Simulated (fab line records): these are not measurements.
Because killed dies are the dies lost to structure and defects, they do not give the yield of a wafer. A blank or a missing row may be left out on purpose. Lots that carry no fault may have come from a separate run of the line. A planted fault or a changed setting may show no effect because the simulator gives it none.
fab line records	flow sfq-line
[record] lots = 5	wafers = 23
route steps=325 shown INCOMING@2 L0@7 L0V@20 M0@29 I0@48 M1@59
start-h: the number of hours between the record's first day and the start of the first shown wafer of the lot	wait-h: hours from the lot's prior step to this one	" the same as in the row above	L1.1+2: several wafers, shown together as one row	- no value, or no start given	* or withheld: withheld	< > ~ a bound
route shown NAME@n: a module of which the file shows steps, and the number in the route of the first	usual: mean/standard deviation of fault-free wafers	same: alike in all rows	chamber/n: place in a boat	sites: readings site by site	_std_site: standard deviation across them	_edge_site: inner sites' mean taken away from outer sites' mean	radius-mm: how far each site lies from the wafer's centre	mask NAME#n: copy n	behind: tool/chamber where the wafer was last shaped	hold: the reason the lot was held/the length of the hold in hours/how it ended	device: transistor that didn't switch, given as n, p or np	end of line: the route-end tests of the same wafers	step lacking rows: just its recipe	killed: at the first sort, the dies lost to defects and structure; wafer yield is something else	map: the dies of a wafer, with x for killed, . for not killed, _ for no die there
set.NAME: the setting the step ran with; set.NAME@STEP: the setting that earlier step ran with	model.NAME: the simulator's own value behind a step, which no gauge read
lots with deliberately changed settings; one table per step, one row per wafer
[[steps]]
[step SFQ_TRILAYER_INCOMING_OXIDATION_002]
[recipe] temp-c = 1000	ambient = H2O	target-thk-a = 5000	p-h2o-torr = 720	ox-time-s = 4939
lot.wafer	tool	chamber	start-h	wait-h	set.ox-time-s	model.SiO2_of_TRILAYER_INCOMING_OXIDATION_002.thk-nm
L077.1	-	-	-	0.1	4499	478.9
L077.2	"	-	"	"	4499	479.9
L077.3	"	-	"	"	4499	466.4
L077.4	"	-	"	"	4499	468
L077.5	"	-	"	"	4499	473.8
L078.1	-	-	-	0.1	5657	541.7
L078.2	"	-	"	"	5657	537.8
L078.3	"	-	"	"	5657	533.8
L078.4	"	-	"	"	5657	539.8
L078.6	"	-	"	"	5657	543.5
L079.1	-	-	-	0.1	5197	508.1
L079.2	"	-	"	"	5197	518.1
L079.3	"	-	"	"	5197	513.4
L079.4	"	-	"	"	5197	518.9
L079.6	"	-	"	"	5197	513.9
L081.1	-	-	-	0.1	5428	539.4
L081.2	"	-	"	"	5428	530.7
L081.4	"	-	"	"	5428	538.6
L081.5	"	-	"	"	5428	539.9
L081.6	"	-	"	"	5428	534.9
L085.3	furnace-02	0	65.12	0.1	4939	519.4
L085.4	"	0	"	"	4939	522.6
L085.6	"	0	"	"	4939	525
[step SFQ_TRILAYER_L0_LITHO_COAT_005]
[recipe] resist = KrF	spin-rpm = 3000	resist-thk-nm = 600
lot.wafer	tool	chamber	start-h	wait-h	set.resist-thk-nm	model.KrF_of_TRILAYER_L0_LITHO_COAT_005.thk-nm
L077.1	litho-track-04	0	28.07	0.2	618.8	616.4
L077.2	"	0	"	"	600	597.3
L077.3	"	0	"	"	618.8	616.7
L077.4	"	0	"	"	600	599.3
L077.5	"	0	"	"	618.8	616.5
L078.1	litho-track-03	0	33.04	0.2	586.4	588.1
L078.2	"	0	"	"	600	598.9
L078.3	"	0	"	"	586.4	584.3
L078.4	"	0	"	"	586.4	583.6
L078.6	"	0	"	"	600	598.8
L079.1	litho-track-04	0	38.04	0.2	600	600.8
L079.2	"	0	"	"	600	601.4
L079.3	"	0	"	"	600	599.4
L079.4	"	0	"	"	600	599.5
L079.6	"	0	"	"	600	601.6
L081.1	litho-track-03	0	48.04	0.2	577.8	577.2
L081.2	"	0	"	"	600	599.8
L081.4	"	0	"	"	600	597.7
L081.5	"	0	"	"	577.8	577.9
L081.6	"	0	"	"	600	598.7
L085.3	litho-track-03	0	68.44	0.2	600	601.1
L085.4	"	0	"	"	600	602.9
L085.6	"	0	"	"	600	599.9
[step SFQ_TRILAYER_L0_LITHO_SOFTBAKE_009]
[recipe] temp-c = withheld	time-s = withheld	resist = KrF
[step SFQ_TRILAYER_L0_LITHO_EXPOSE_006]
[recipe] mask-id = L0	na = 0.6	source-shape = conventional	sigma-outer = 0.65	target-cd-nm = 2000	dose-mj = 14.4
[step SFQ_TRILAYER_L0_LITHO_PEB_008]
[recipe] peb-temp-c = 115	peb-time-s = 60	resist = KrF
[step SFQ_TRILAYER_L0_LITHO_DEVELOP_007]
[recipe] time-s = 60	resist = KrF
[step SFQ_TRILAYER_L0_BARC_OPEN_METAL_ETCH_010]
[recipe] mask-material = PR	chemistry = O2	target-depth-nm = 125	target = BARC	icp-w = 586.6	bias-w = 80	pressure-mtorr = 10	time-s = 41.7
lot.wafer	tool	chamber	start-h	wait-h	set.resist-thk-nm@TRILAYER_L0_LITHO_COAT_005	model.KrF_of_TRILAYER_L0_LITHO_COAT_005.thk-nm
L077.1	rie-metal-02	0	101.09	0.1	618.8	540.3
L077.2	"	1	"	"	600	521.8
L077.3	"	1	"	"	618.8	540.9
L077.4	"	0	"	"	600	523.4
L077.5	"	1	"	"	618.8	540.4
L078.1	rie-metal-01	1	109.49	0.1	586.4	512.9
L078.2	"	0	"	"	600	523.7
L078.3	"	1	"	"	586.4	509.1
L078.4	"	0	"	"	586.4	508.4
L078.6	"	1	"	"	600	523.6
L079.1	rie-metal-02	1	116.69	0.1	600	524.7
L079.2	"	1	"	"	600	525.2
L079.3	"	1	"	"	600	523.9
L079.4	"	1	"	"	600	523.6
L079.6	"	1	"	"	600	525.7
L081.1	rie-metal-02	1	131.21	0.1	577.8	502.1
L081.2	"	0	"	"	600	524.1
L081.4	"	0	"	"	600	521.8
L081.5	"	1	"	"	577.8	502.7
L081.6	"	0	"	"	600	522.4
L085.3	rie-metal-02	0	152.83	0.1	600	524.7
L085.4	"	1	"	"	600	527.2
L085.6	"	0	"	"	600	523.5
[step SFQ_TRILAYER_L0_ETCH_METAL_ETCH_008]
[recipe] target = MoNx_KI	stop-on = SiO2	mask-material = PR	chemistry = SF6/O2	target-depth-nm = 50	icp-w = 600	bias-w = 80	pressure-mtorr = 10	time-s = 25
lot.wafer	tool	chamber	start-h	wait-h	set.resist-thk-nm@TRILAYER_L0_LITHO_COAT_005	model.KrF_of_TRILAYER_L0_LITHO_COAT_005.thk-nm
L077.1	rie-metal-02	0	101.15	0.0	618.8	498.4
L077.2	"	1	"	"	600	480.2
L077.3	"	1	"	"	618.8	499.1
L077.4	"	0	"	"	600	481.6
L077.5	"	1	"	"	618.8	498.7
L078.1	rie-metal-01	1	109.57	0.1	586.4	471.6
L078.2	"	0	"	"	600	482.3
L078.3	"	1	"	"	586.4	467.5
L078.4	"	0	"	"	586.4	467.1
L078.6	"	1	"	"	600	482.2
L079.1	rie-metal-02	1	116.81	0.1	600	483.4
L079.2	"	1	"	"	600	483.7
L079.3	"	1	"	"	600	482.1
L079.4	"	1	"	"	600	481.9
L079.6	"	1	"	"	600	484.1
L081.1	rie-metal-02	1	131.27	0.0	577.8	460.9
L081.2	"	0	"	"	600	482.4
L081.4	"	0	"	"	600	480.2
L081.5	"	1	"	"	577.8	461.6
L081.6	"	0	"	"	600	480.4
L085.3	rie-metal-02	0	152.89	0.0	600	483.2
L085.4	"	1	"	"	600	486.2
L085.6	"	0	"	"	600	481.8
[step SFQ_TRILAYER_L0_VIA_LITHO_EXPOSE_014]
[recipe] mask-id = L0V	na = 0.6	source-shape = conventional	sigma-outer = 0.65	target-cd-nm = 700	dose-mj = 21.3
lot.wafer	tool	chamber	start-h	wait-h	mask	set.dose-mj
L077.1+3+4	krf-scanner-01	0	103.76	-	L0V#0	20.65
L077.2+5	"	0	"	"	L0V#0	21.3
L078.1+6	krf-scanner-01	0	111.55	-	L0V#0	21.83
L078.2+3+4	"	0	"	"	L0V#0	21.3
L079.1+2+4	krf-scanner-01	0	203.79	-	L0V#0	21.3
L079.3+6	"	0	"	"	L0V#0	22.28
L081.1+4	krf-scanner-02	0	224.69	-	L0V#0	21.3
L081.2+5+6	"	0	"	"	L0V#0	21.85
L085.3+4+6	krf-scanner-02	0	251.49	-	L0V#0	21.3
[step SFQ_TRILAYER_L0_VIA_LITHO_PEB_016]
[recipe] peb-temp-c = 115	peb-time-s = 60	resist = KrF
[step SFQ_TRILAYER_L0_VIA_LITHO_DEVELOP_015]
[recipe] time-s = 60	resist = KrF
[step SFQ_TRILAYER_L0_VIA_BARC_OPEN_VIA_ETCH_021]
[recipe] mask-material = PR	chemistry = O2	target-depth-nm = 125	target = BARC	source-w = 500	bias-w = 80	pressure-mtorr = 30	time-s = 41.7
lot.wafer	tool	chamber	start-h	wait-h	set.dose-mj@TRILAYER_L0_VIA_LITHO_EXPOSE_014	model.L0V.cd-nm
L077.1	rie-diel-04	3	105.30	0.0	20.65	694.3
L077.2	"	1	"	"	21.3	700.9
L077.3	"	2	"	"	20.65	694.5
L077.4	"	0	"	"	20.65	695.4
L077.5	"	3	"	"	21.3	698.3
L078.1	rie-diel-04	0	113.09	0.0	21.83	705.2
L078.2	"	2	"	"	21.3	700.9
L078.3	"	1	"	"	21.3	700.4
L078.4	"	3	"	"	21.3	701.8
L078.6	"	1	"	"	21.83	707.5
L079.1	rie-diel-01	3	205.32	0.0	21.3	700.2
L079.2	"	2	"	"	21.3	699.2
L079.3	"	1	"	"	22.28	707.6
L079.4	"	0	"	"	21.3	700.4
L079.6	"	3	"	"	22.28	707.8
L081.1	rie-diel-03	3	226.23	0.0	21.3	700.5
L081.2+6	"	1	"	"	21.85	704
L081.4	"	0	"	"	21.3	699.7
L081.5	"	2	"	"	21.85	704.3
L085.3	rie-diel-04	3	252.63	0.0	21.3	700
L085.4	"	2	"	"	21.3	700.4
L085.6	"	3	"	"	21.3	700.7
[step SFQ_TRILAYER_M0_DEP_SPUTTER_019]
[recipe] material = Nb	base-pressure-pa = 1.33e-06	chamber-pressure-pa = 0.1333	substrate-temp-c = 20	resputter-cathode-voltage-v = 400	target-thk-nm = 200	power-w = 2000	time-s = 133.3
lot.wafer	tool	chamber	start-h	wait-h	set.time-s	model.Nb_of_TRILAYER_M0_DEP_SPUTTER_019.thk-nm
L077.1	pvd-sputter-03	-	106.20	0.0	133.3	200.9
L077.2	"	-	"	"	133.3	201.8
L077.3	"	-	"	"	151	230.1
L077.4	"	-	"	"	151	226.8
L077.5	"	-	"	"	133.3	200.4
L078.1	pvd-sputter-03	-	114.59	0.0	133.3	199.7
L078.2	"	-	"	"	121.5	180.7
L078.3	"	-	"	"	133.3	201.3
L078.4	"	-	"	"	121.5	180.8
L078.6	"	-	"	"	121.5	182.9
L079.1	pvd-sputter-06	-	206.21	0.0	133.3	198.6
L079.2	"	-	"	"	124.2	185.1
L079.3+4	"	-	"	"	124.2	185.8
L079.6	"	-	"	"	133.3	198.3
L081.1	pvd-sputter-05	-	227.11	0.0	116.3	172.2
L081.2	"	-	"	"	116.3	172
L081.4	"	-	"	"	133.3	196.8
L081.5	"	-	"	"	116.3	172.3
L081.6	"	-	"	"	133.3	198.3
L085.3	pvd-sputter-03	-	253.51	0.0	133.3	202.3
L085.4	"	-	"	"	133.3	200
L085.6	"	-	"	"	133.3	202.2
[step SFQ_M0_RS_MEAS_904]
[recipe] thk-meas-gauge = four-point-probe	reads = Nb_of_TRILAYER_M0_DEP_SPUTTER_019
[usual] M0_NB_RS = 0.891/0.0086
lot.wafer	tool	chamber	start-h	wait-h	set.time-s@TRILAYER_M0_DEP_SPUTTER_019	M0_NB_RS[ohm/sq]
L077.1	film-metro-03	-	106.29	0.0	133.3	0.887
L077.2	"	-	"	"	133.3	0.882
L077.3	"	-	"	"	151	0.772
L077.4	"	-	"	"	151	0.785
L077.5	"	-	"	"	133.3	0.888
L078.1	film-metro-03	-	114.68	0.0	133.3	0.893
L078.2	"	-	"	"	121.5	0.988
L078.3	"	-	"	"	133.3	0.884
L078.4	"	-	"	"	121.5	0.986
L078.6	"	-	"	"	121.5	0.975
L079.1	film-metro-01	-	206.30	0.0	133.3	0.898
L079.2	"	-	"	"	124.2	0.965
L079.3	"	-	"	"	124.2	0.959
L079.4	"	-	"	"	124.2	0.958
L079.6	"	-	"	"	133.3	0.899
L081.1	film-metro-03	-	227.20	0.0	116.3	1.035
L081.2	"	-	"	"	116.3	1.038
L081.4	"	-	"	"	133.3	0.905
L081.5	"	-	"	"	116.3	1.036
L081.6	"	-	"	"	133.3	0.897
L085.3	film-metro-01	-	253.64	0.1	133.3	0.877
L085.4	"	-	"	"	133.3	0.890
L085.6	"	-	"	"	133.3	0.880
[step SFQ_TRILAYER_M0_LITHO_COAT_026]
[recipe] resist = BARC	spin-rpm = 3000	resist-thk-nm = 62
lot.wafer	tool	chamber	start-h	wait-h	set.spin-rpm	model.BARC_of_TRILAYER_M0_LITHO_COAT_026.thk-nm
L077.1	litho-track-01	0	106.47	0.1	3000	61.83
L077.2	"	0	"	"	3000	61.99
L077.3	"	0	"	"	3000	61.89
L077.4	"	0	"	"	3000	61.8
L077.5	"	0	"	"	3000	61.95
L078.1	litho-track-01	0	114.86	0.1	2792	64.09
L078.2	"	0	"	"	2792	64.07
L078.3	"	0	"	"	3000	62.05
L078.4	"	0	"	"	3000	62.11
L078.6	"	0	"	"	2792	64.18
L079.1	litho-track-02	0	206.48	0.1	3000	61.95
L079.2	"	0	"	"	3000	61.94
L079.3	"	0	"	"	3088	60.99
L079.4	"	0	"	"	3088	61.33
L079.6	"	0	"	"	3000	62.01
L081.1	litho-track-01	0	227.38	0.1	3000	61.99
L081.2	"	0	"	"	3000	62.02
L081.4	"	0	"	"	3000	62.01
L081.5	"	0	"	"	3000	62.08
L081.6	"	0	"	"	3000	62.04
L085.3	litho-track-01	0	253.88	0.1	3000	62.12
L085.4	"	0	"	"	3000	61.9
L085.6	"	0	"	"	3000	62.11
[step SFQ_TRILAYER_M0_BARC_OPEN_METAL_ETCH_031]
[recipe] mask-material = PR	chemistry = O2	target-depth-nm = 125	target = BARC	icp-w = 600	bias-w = 80	pressure-mtorr = 10	time-s = 41.7
lot.wafer	tool	chamber	start-h	wait-h	set.icp-w	set.spin-rpm@TRILAYER_M0_LITHO_COAT_026	model.KrF_of_TRILAYER_M0_LITHO_COAT_021.thk-nm
L077.1	rie-metal-03	1	186.98	0.0	579.8	3000	521.9
L077.2	"	0	"	"	600	3000	521.7
L077.3	"	0	"	"	600	3000	-
L077.4	"	1	"	"	579.8	3000	-
L077.5	"	0	"	"	600	3000	520.3
L078.1	rie-metal-01	1	188.18	0.0	600	2792	521
L078.2	"	0	"	"	600	2792	-
L078.3	"	0	"	"	544.7	3000	530
L078.4	"	1	"	"	544.7	3000	-
L078.6	"	1	"	"	544.7	2792	-
L079.1	rie-metal-01	0	226.46	0.0	652.1	3000	519.7
L079.2	"	1	"	"	652.1	3000	-
L079.3+4	"	1,0	"	"	600	3088	-
L079.6	"	0	"	"	600	3000	524.3
L081.1+2	rie-metal-01	1,0	236.06	0.0	550.7	3000	-
L081.4	"	1	"	"	550.7	3000	528.2
L081.5	"	0	"	"	600	3000	-
L081.6	"	1	"	"	600	3000	522.8
L085.3	rie-metal-03	1	256.09	0.0	600	3000	523.4
L085.4	"	0	"	"	600	3000	523.2
L085.6	"	0	"	"	600	3000	524.2
[step SFQ_TRILAYER_M0_ETCH_METAL_ETCH_024]
[recipe] target = Nb	stop-on = SiO2	mask-material = PR	chemistry = Cl2/Ar	target-depth-nm = 240	icp-w = 600	bias-w = 80	pressure-mtorr = 10	time-s = 120
[usual] oes-product-au = 0.892/0.0055
lot.wafer	tool	chamber	start-h	wait-h	set.time-s@TRILAYER_M0_DEP_SPUTTER_019	oes-product-au
L077.1	rie-metal-03	1	187.04	0.0	133.3	0.888
L077.2	"	0	"	"	133.3	0.901
L077.3	"	0	"	"	151	0.962
L077.4	"	1	"	"	151	0.965
L077.5	"	0	"	"	133.3	0.893
L078.1	rie-metal-01	1	188.24	0.0	133.3	0.888
L078.2	"	0	"	"	121.5	0.838
L078.3	"	0	"	"	133.3	0.900
L078.4	"	1	"	"	121.5	0.846
L078.6	"	1	"	"	121.5	0.844
L079.1	rie-metal-01	0	226.52	0.0	133.3	0.890
L079.2	"	1	"	"	124.2	0.854
L079.3	"	1	"	"	124.2	0.858
L079.4	"	0	"	"	124.2	0.855
L079.6	"	0	"	"	133.3	0.888
L081.1	rie-metal-01	1	236.12	0.0	116.3	0.816
L081.2	"	0	"	"	116.3	0.827
L081.4	"	1	"	"	133.3	0.887
L081.5	"	0	"	"	116.3	0.826
L081.6	"	1	"	"	133.3	0.897
L085.3	rie-metal-03	1	256.17	0.1	133.3	0.895
L085.4	"	0	"	"	133.3	0.895
L085.6	"	0	"	"	133.3	0.897
[step SFQ_TRILAYER_I0_VIA_LITHO_COAT_031]
[recipe] resist = KrF	spin-rpm = 3000	resist-thk-nm = 650
lot.wafer	tool	chamber	start-h	wait-h	set.resist-thk-nm	model.KrF_of_TRILAYER_I0_VIA_LITHO_COAT_031.thk-nm
L077.1	litho-track-02	0	194.51	0.2	650	652.7
L077.2+4	"	0	"	"	671.4	675.6
L077.3	"	0	"	"	671.4	673.8
L077.5	"	0	"	"	650	654
L078.1	litho-track-01	0	196.14	0.2	650	651.2
L078.2	"	0	"	"	650	652.8
L078.3	"	0	"	"	650	653.9
L078.4	"	0	"	"	650	650.7
L078.6	"	0	"	"	650	652.1
L079.1	litho-track-01	0	232.29	0.2	650	650.4
L079.2	"	0	"	"	650	652.2
L079.3	"	0	"	"	650	652.6
L079.4	"	0	"	"	674.5	676.2
L079.6	"	0	"	"	674.5	676.5
L081.1	litho-track-01	0	243.09	0.2	650	651.8
L081.2	"	0	"	"	650	652.9
L081.4	"	0	"	"	634	635.1
L081.5	"	0	"	"	634	636.2
L081.6	"	0	"	"	650	653.3
L085.3	litho-track-01	0	262.04	0.2	650	653.9
L085.4	"	0	"	"	650	655.1
L085.6	"	0	"	"	650	653.8
[step SFQ_TRILAYER_I0_VIA_LITHO_PEB_034]
[recipe] peb-temp-c = 115	peb-time-s = 60	resist = KrF
lot.wafer	tool	chamber	start-h	wait-h	set.peb-temp-c
L077.1+2	litho-track-01	0	296.69	1.0	111.7
L077.3+4+5	"	0	"	"	115
L078.1+3+6	litho-track-04	0	299.09	1.0	115
L078.2+4	"	0	"	"	118.4
L079.1+2+3+4+6	litho-track-02	0	344.53	1.0	115
L081.1+2+4+5+6	litho-track-01	0	362.53	1.0	115
L085.3+4+6	litho-track-01	0	386.71	0.7	115
[step SFQ_TRILAYER_I0_VIA_LITHO_DEVELOP_033]
[recipe] time-s = 60	resist = KrF
[step SFQ_TRILAYER_I0_VIA_BARC_OPEN_VIA_ETCH_046]
[recipe] mask-material = PR	chemistry = O2	target-depth-nm = 125	target = BARC	source-w = 484.6	bias-w = 80	pressure-mtorr = 30	time-s = 41.7
lot.wafer	tool	chamber	start-h	wait-h	set.peb-temp-c@TRILAYER_I0_VIA_LITHO_PEB_034	model.I0.cd-nm
L077.1+2	rie-diel-02	1,0	297.03	0.0	111.7	430.8
L077.3	"	2	"	"	115	500.1
L077.4	"	3	"	"	115	498.5
L077.5	"	2	"	"	115	499
L078.1	rie-diel-03	2	299.43	0.0	115	498.3
L078.2	"	3	"	"	118.4	554.9
L078.3	"	0	"	"	115	499
L078.4	"	0	"	"	118.4	552.1
L078.6	"	2	"	"	115	498.9
L079.1	rie-diel-01	3	344.87	0.0	115	502
L079.2	"	0	"	"	115	499.8
L079.3	"	1	"	"	115	499.5
L079.4	"	2	"	"	115	499.2
L079.6	"	0	"	"	115	500.5
L081.1+2	rie-diel-02	1,2	362.87	0.0	115	499.7
L081.4	"	0	"	"	115	498.8
L081.5	"	3	"	"	115	499.4
L081.6	"	0	"	"	115	499.2
L085.3	rie-diel-02	3	386.99	0.0	115	500.4
L085.4	"	1	"	"	115	499.1
L085.6	"	1	"	"	115	497.9
[step SFQ_TRILAYER_I0_VIA_ETCH_VIA_ETCH_034]
[recipe] target = SiO2	stop-on = Nb	mask-material = PR	taper-deg = 20	chemistry = CHF3	target-depth-nm = 260	source-w = 500	bias-w = 80	pressure-mtorr = 30	time-s = withheld
lot.wafer	tool	chamber	start-h	wait-h	set.resist-thk-nm@TRILAYER_I0_VIA_LITHO_COAT_031	model.KrF_of_TRILAYER_I0_VIA_LITHO_COAT_031.thk-nm
L077.1+5	rie-diel-02	1,2	297.07	0.0	650	532.3
L077.2	"	0	"	"	671.4	554.8
L077.3	"	2	"	"	671.4	552
L077.4	"	3	"	"	671.4	554.5
L078.1	rie-diel-03	2	299.47	0.0	650	531.7
L078.2	"	3	"	"	650	533.7
L078.3	"	0	"	"	650	534.1
L078.4	"	0	"	"	650	531.1
L078.6	"	2	"	"	650	532.5
L079.1	rie-diel-01	3	344.91	0.0	650	528.8
L079.2	"	0	"	"	650	530.2
L079.3	"	1	"	"	650	531.6
L079.4	"	2	"	"	674.5	554.5
L079.6	"	0	"	"	674.5	554.1
L081.1	rie-diel-02	1	362.91	0.0	650	531.1
L081.2	"	2	"	"	650	531.9
L081.4	"	0	"	"	634	514.4
L081.5	"	3	"	"	634	515.6
L081.6	"	0	"	"	650	532.4
L085.3	rie-diel-02	3	387.03	0.0	650	533.3
L085.4	"	1	"	"	650	535.5
L085.6	"	1	"	"	650	534.6
[step SFQ_TRILAYER_M1_DEP_SPUTTER_037]
[recipe] material = Nb	base-pressure-pa = 1.33e-06	chamber-pressure-pa = 0.1333	substrate-temp-c = 20	resputter-cathode-voltage-v = 400	target-thk-nm = 200	power-w = 2000	time-s = 133.3
lot.wafer	tool	chamber	start-h	wait-h	set.time-s	model.Nb_of_TRILAYER_M1_DEP_SPUTTER_037.thk-nm
L077.1	pvd-sputter-06	-	297.98	0.0	133.3	202.6
L077.2	"	-	"	"	142.4	214.2
L077.3	"	-	"	"	133.3	201.6
L077.4	"	-	"	"	142.4	214.4
L077.5	"	-	"	"	142.4	215
L078.1	pvd-sputter-04	-	300.38	0.0	116.4	176.3
L078.2	"	-	"	"	133.3	200.5
L078.3	"	-	"	"	133.3	199.7
L078.4	"	-	"	"	116.4	175.2
L078.6	"	-	"	"	116.4	175.8
L079.1	pvd-sputter-06	-	345.83	0.0	133.3	200.7
L079.2+3	"	-	"	"	152.1	227.8
L079.4	"	-	"	"	133.3	199.1
L079.6	"	-	"	"	133.3	201.1
L081.1+5	pvd-sputter-05	-	363.83	0.0	133.3	200.6
L081.2	"	-	"	"	133.3	200.5
L081.4	"	-	"	"	133.3	199
L081.6	"	-	"	"	133.3	200.8
L085.3	pvd-sputter-05	-	387.95	0.0	133.3	202.1
L085.4	"	-	"	"	133.3	200.1
L085.6	"	-	"	"	133.3	200.8
[step SFQ_M1_RS_MEAS_909]
[recipe] thk-meas-gauge = four-point-probe	reads = Nb_of_TRILAYER_M1_DEP_SPUTTER_037
[usual] M1_NB_RS = 0.888/0.0056
lot.wafer	tool	chamber	start-h	wait-h	set.time-s@TRILAYER_M1_DEP_SPUTTER_037	M1_NB_RS[ohm/sq]
L077.1	film-metro-03	-	298.08	0.0	133.3	0.879
L077.2	"	-	"	"	142.4	0.831
L077.3	"	-	"	"	133.3	0.881
L077.4	"	-	"	"	142.4	0.830
L077.5	"	-	"	"	142.4	0.825
L078.1	film-metro-02	-	300.48	0.0	116.4	1.010
L078.2	"	-	"	"	133.3	0.886
L078.3	"	-	"	"	133.3	0.890
L078.4	"	-	"	"	116.4	1.016
L078.6	"	-	"	"	116.4	1.013
L079.1	film-metro-01	-	345.92	0.0	133.3	0.887
L079.2	"	-	"	"	152.1	0.781
L079.3	"	-	"	"	152.1	0.782
L079.4	"	-	"	"	133.3	0.895
L079.6	"	-	"	"	133.3	0.885
L081.1	film-metro-01	-	363.92	0.0	133.3	0.889
L081.2	"	-	"	"	133.3	0.889
L081.4	"	-	"	"	133.3	0.895
L081.5	"	-	"	"	133.3	0.889
L081.6	"	-	"	"	133.3	0.886
L085.3	film-metro-02	-	388.08	0.1	133.3	0.880
L085.4	"	-	"	"	133.3	0.887
L085.6	"	-	"	"	133.3	0.884
[[key]]
[split] step = SFQ_TRILAYER_INCOMING_OXIDATION_002	setting = ox-time-s	stated = 4939	by = lot
[response] step = SFQ_TRILAYER_INCOMING_OXIDATION_002	reading = model.SiO2_of_TRILAYER_INCOMING_OXIDATION_002.thk-nm	change = +2.79	per = 1%	r = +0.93
[split] step = SFQ_TRILAYER_L0_LITHO_COAT_005	setting = resist-thk-nm	stated = 600	by = wafer
[response] step = SFQ_TRILAYER_L0_LITHO_COAT_005	reading = model.KrF_of_TRILAYER_L0_LITHO_COAT_005.thk-nm	change = +5.79	per = 1%	r = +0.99
[response] step = SFQ_TRILAYER_L0_BARC_OPEN_METAL_ETCH_010	reading = model.KrF_of_TRILAYER_L0_LITHO_COAT_005.thk-nm	change = +5.67	per = 1%	r = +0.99
[response] step = SFQ_TRILAYER_L0_ETCH_METAL_ETCH_008	reading = model.KrF_of_TRILAYER_L0_LITHO_COAT_005.thk-nm	change = +5.57	per = 1%	r = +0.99
[split] step = SFQ_TRILAYER_L0_VIA_LITHO_EXPOSE_014	setting = dose-mj	stated = 21.3	by = wafer
[response] step = SFQ_TRILAYER_L0_VIA_BARC_OPEN_VIA_ETCH_021	reading = model.L0V.cd-nm	change = +1.7	per = 1%	r = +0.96
[split] step = SFQ_TRILAYER_M0_DEP_SPUTTER_019	setting = time-s	stated = 133.3	by = wafer
[response] step = SFQ_TRILAYER_M0_DEP_SPUTTER_019	reading = model.Nb_of_TRILAYER_M0_DEP_SPUTTER_019.thk-nm	change = +2.04	per = 1%	r = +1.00
[response] step = SFQ_M0_RS_MEAS_904	reading = M0_NB_RS	change = -0.00951	per = 1%	r = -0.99
[response] step = SFQ_TRILAYER_M0_ETCH_METAL_ETCH_024	reading = oes-product-au	change = +0.00537	per = 1%	r = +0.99
[split] step = SFQ_TRILAYER_M0_LITHO_COAT_026	setting = spin-rpm	stated = 3000	by = wafer
[response] step = SFQ_TRILAYER_M0_LITHO_COAT_026	reading = model.BARC_of_TRILAYER_M0_LITHO_COAT_026.thk-nm	change = -0.29	per = 1%	r = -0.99
[response] step = SFQ_TRILAYER_M0_BARC_OPEN_METAL_ETCH_031	reading = model.KrF_of_TRILAYER_M0_LITHO_COAT_021.thk-nm	slope = +0.545	per = 1%	together-with = icp-w@TRILAYER_M0_BARC_OPEN_METAL_ETCH_031	explained = 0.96
[split] step = SFQ_TRILAYER_M0_BARC_OPEN_METAL_ETCH_031	setting = icp-w	stated = 600	by = wafer
[response] step = SFQ_TRILAYER_M0_BARC_OPEN_METAL_ETCH_031	reading = model.KrF_of_TRILAYER_M0_LITHO_COAT_021.thk-nm	change = -0.705	per = 1%	r = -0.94
[split] step = SFQ_TRILAYER_I0_VIA_LITHO_COAT_031	setting = resist-thk-nm	stated = 650	by = wafer
[response] step = SFQ_TRILAYER_I0_VIA_LITHO_COAT_031	reading = model.KrF_of_TRILAYER_I0_VIA_LITHO_COAT_031.thk-nm	change = +6.63	per = 1%	r = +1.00
[response] step = SFQ_TRILAYER_I0_VIA_ETCH_VIA_ETCH_034	reading = model.KrF_of_TRILAYER_I0_VIA_LITHO_COAT_031.thk-nm	change = +6.52	per = 1%	r = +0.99
[split] step = SFQ_TRILAYER_I0_VIA_LITHO_PEB_034	setting = peb-temp-c	stated = 115	by = wafer
[response] step = SFQ_TRILAYER_I0_VIA_BARC_OPEN_VIA_ETCH_046	reading = model.I0.cd-nm	change = +21.1	per = 1%	r = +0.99
[split] step = SFQ_TRILAYER_M1_DEP_SPUTTER_037	setting = time-s	stated = 133.3	by = wafer
[response] step = SFQ_TRILAYER_M1_DEP_SPUTTER_037	reading = model.Nb_of_TRILAYER_M1_DEP_SPUTTER_037.thk-nm	change = +1.92	per = 1%	r = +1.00
[response] step = SFQ_M1_RS_MEAS_909	reading = M1_NB_RS	change = -0.00851	per = 1%	r = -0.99
